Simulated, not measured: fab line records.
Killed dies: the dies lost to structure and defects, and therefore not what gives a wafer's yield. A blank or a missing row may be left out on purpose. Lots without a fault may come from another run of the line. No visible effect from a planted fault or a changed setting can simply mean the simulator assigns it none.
A lot that was struck, set against a sound lot | flow sky130 | 43 out of 708 route steps
Sound: these wafers, L340.1, L340.2, L340.3. Wafers L349.2, L349.3, L349.5 were the ones struck. At the end, the cause is stated.
Per side, at each step with rows, come the tool, then ch with its chambers, and then its first start. Under that, the readings that differ: sound wafers | struck wafers | difference of the means | sigmas: that difference in standard deviations of wafers without a fault.
alike: readings whose means differ by less than 2 such deviations, and words and numbers that are the same on both sides. not compared: withheld readings, readings that some wafer has no value for, bounds like >300 that may hide the same value, and numbers for which the record gives no deviation and whose values overlap.
Wherever a step has rows on one side only, a row that says differs or no value, or a row with sigmas, the two part there. Numbers that don't overlap but have no deviation are shown without sigmas and don't part them. A reading missing from all wafers of one side parts the sides only when that side holds two or more wafers.

first, 2 steps without rows for these wafers: SKY_LOCAL_INTERCONNECT_PEB_09; SKY_LOCAL_INTERCONNECT_DEVELOP_10 (develop time 60 s).
SKY_LOCAL_INTERCONNECT_CD_MEAS_11 targets a cd of 170 nm.
  sound on cd_sem-01, day 33 17:43; struck on cd_sem-01, day 36 14:16
  alike: cd_nm
SKY_LOCAL_INTERCONNECT_OVL_MEAS_12:
  sound on overlay-02, day 33 17:50; struck on overlay-02, day 36 14:23
  alike: LOCAL_INTERCONNECT_OVL
SKY_LOCAL_INTERCONNECT_ETCH_13: etches BARC in N2/H2, stops on SiO2, time 45.9 s, target depth 60 nm.
  sound on rie_metal-04 ch 0,1, day 33 17:52; struck on rie_metal-01 ch 0,1, day 36 14:25
  alike: drypump_motor_current_A, oes_product_au, throttle_valve_pct
  not compared: rf_hours_counter_h
then, 5 steps without rows for these wafers: SKY_LOCAL_INTERCONNECT_METAL_ETCH_14 (etches TiN in Cl2/BCl3, stops on PSG, target depth 110 nm, time 31.4 s); SKY_LOCAL_INTERCONNECT_STRIP_15 (strips in O2/N2); SKY_LOCAL_INTERCONNECT_STRIP_16 (strips in post etch residue remover, time 1200 s); SKY_LOCAL_INTERCONNECT_CLEAN_17 (cleans in IPA, time 180 s); SKY_LOCAL_INTERCONNECT_CLEAN_18 (cleans in O3/DIW).
SKY_CONTACT_CVD_00: deposits Si3N4, target thk 75 nm.
  sound on pecvd-04 ch 0,1,2, day 33 18:35; struck on pecvd-03 ch 1,2, day 36 15:08
  alike: heater_power_w, susceptor_temp_C
SKY_CONTACT_THK_MEAS_01:
  sound on film_metro-01, day 33 18:37; struck on film_metro-03, day 36 15:11
  alike: CONTACT_CVD_00_THK
SKY_CONTACT_HDPCVD_02: deposits SiO2, target thk 565 nm, time 94.2 s.
  sound on hdpcvd-02 ch 0,1,2, day 33 18:41; struck on hdpcvd-01 ch 0,1,2, day 36 15:14
  alike: susceptor_temp_C
SKY_CONTACT_THK_MEAS_03:
  sound on film_metro-02, day 33 18:44; struck on film_metro-02, day 36 15:19
  alike: CONTACT_HDPCVD_THK
then, 1 step without rows for these wafers: SKY_CONTACT_CMP_04 (polishes SiO2).
SKY_CONTACT_BOW_MEAS_05:
  sound on film_metro-03, day 33 19:06; struck on film_metro-02, day 36 15:41
  alike: CONTACT_BOW
then, 8 steps without rows for these wafers: SKY_CONTACT_DEHYDRATE_06 (time 60 s); SKY_CONTACT_HMDS_07 (prime time 60 s); SKY_CONTACT_COAT_08 (resist thk 60 nm); SKY_CONTACT_COAT_09 (resist thk 450 nm); SKY_CONTACT_SOFTBAKE_10 (time 90 s); SKY_CONTACT_EXPOSE_11 (exposes mask CTM1, target cd 170 nm); SKY_CONTACT_PEB_12; SKY_CONTACT_DEVELOP_13 (develop time 60 s).
SKY_CONTACT_CD_MEAS_14 targets a cd of 170 nm.
  sound on cd_sem-01, day 34 21:58; struck on cd_sem-01, day 37 17:32
  alike: cd_nm
SKY_CONTACT_OVL_MEAS_15:
  sound on overlay-02, day 34 22:05; struck on overlay-01, day 37 17:39
  alike: CONTACT_OVL
then, 2 steps without rows for these wafers: SKY_CONTACT_ETCH_16 (etches BARC in N2/H2, stops on SiO2, time 45.9 s, target depth 60 nm); SKY_CONTACT_ETCH_17 (etches SiO2 in C4F8/O2/Ar, stops on Si3N4, target depth 340 nm).
SKY_CONTACT_ETCH_18: etches Si3N4 in CHF3/O2, stops on TiN, time 39 s, target depth 75 nm.
  sound on rie_diel-03 ch 1,2,3; struck on rie_diel-01 ch 0,1
  alike: drypump_motor_current_A, oes_product_au, throttle_valve_pct
  not compared: rf_hours_counter_h
then, 6 steps without rows for these wafers: SKY_CONTACT_STRIP_19 (strips in O2/N2); SKY_CONTACT_STRIP_20 (strips in post etch residue remover, time 1200 s); SKY_CONTACT_CLEAN_21 (cleans in IPA, time 180 s); SKY_CONTACT_CLEAN_22 (cleans in O3/DIW); SKY_CONTACT_SPUTTER_23 (material TiN, target thk 20 nm, time 80 s); SKY_CONTACT_CVD_24 (deposits W, target thk 340 nm, time 102.12 s).
SKY_CONTACT_RS_MEAS_25: uses a four-point probe to measure.
  sound on film_metro-01, day 34 23:08; struck on film_metro-01, day 37 18:38
  alike: CONTACT_W_RS
SKY_CONTACT_THK_MEAS_26: measures by xrf.
  sound on film_metro-01, day 34 23:15; struck on film_metro-01, day 37 18:45
  alike: CONTACT_W_THK
SKY_CONTACT_CMP_27: polishes, stops on SiO2, t overpolish 15 s, target thk 0 nm.
  sound on cmp-01 ch 0,1,3, day 34 23:19; struck on cmp-01 ch 0,3, day 37 18:48
  reading                | sound    | struck   | difference | sigmas
  time_to_endpoint_s (s) | 84 87 84 | 77 76 80 | -7         | -2
  alike: head_pressure_psi, motor_current_A, overpolish_run_s
SKY_METAL1_SPUTTER_00: material Ti, target thk 15 nm, time 10 s.
  sound on pvd_sputter-04, day 34 23:37; struck on pvd_sputter-03, day 37 19:06
  alike: throttle_valve_pct
then, 3 steps without rows for these wafers: SKY_METAL1_SPUTTER_01 (material TiN, target thk 20 nm, time 16.7 s); SKY_METAL1_SPUTTER_02 (material AlCu, target thk 250 nm, time 13.3 s); SKY_METAL1_SPUTTER_03 (material Ti, target thk 5 nm, time 3.3 s).
-- the record jumps here: 12 days lie between the struck wafers' starts before and after (it left off in module METAL1 and takes up again in module PAD_OPEN, whose first step shown is number 708 of the route) --
SKY_PAD_OPEN_PROBE_99:
  sound on prober-01, day 48 04:34; struck on prober-02, day 50 04:50
  reading            | sound    | struck      | difference | sigmas
  killed_at_contacts | 28 23 31 | 76 56 73    | +41        | +8
  killed_dies        | 74 76 95 | 133 101 134 | +41        | +5
  alike: killed_at_M0_to_M3, killed_at_M4_up, killed_at_front_end, killed_at_other, killed_open, killed_short

== WHERE THEY PART ==
Last at SKY_PAD_OPEN_PROBE_99 as far as this record goes, first at SKY_CONTACT_CMP_27.

WHY: the cause the simulator had injected
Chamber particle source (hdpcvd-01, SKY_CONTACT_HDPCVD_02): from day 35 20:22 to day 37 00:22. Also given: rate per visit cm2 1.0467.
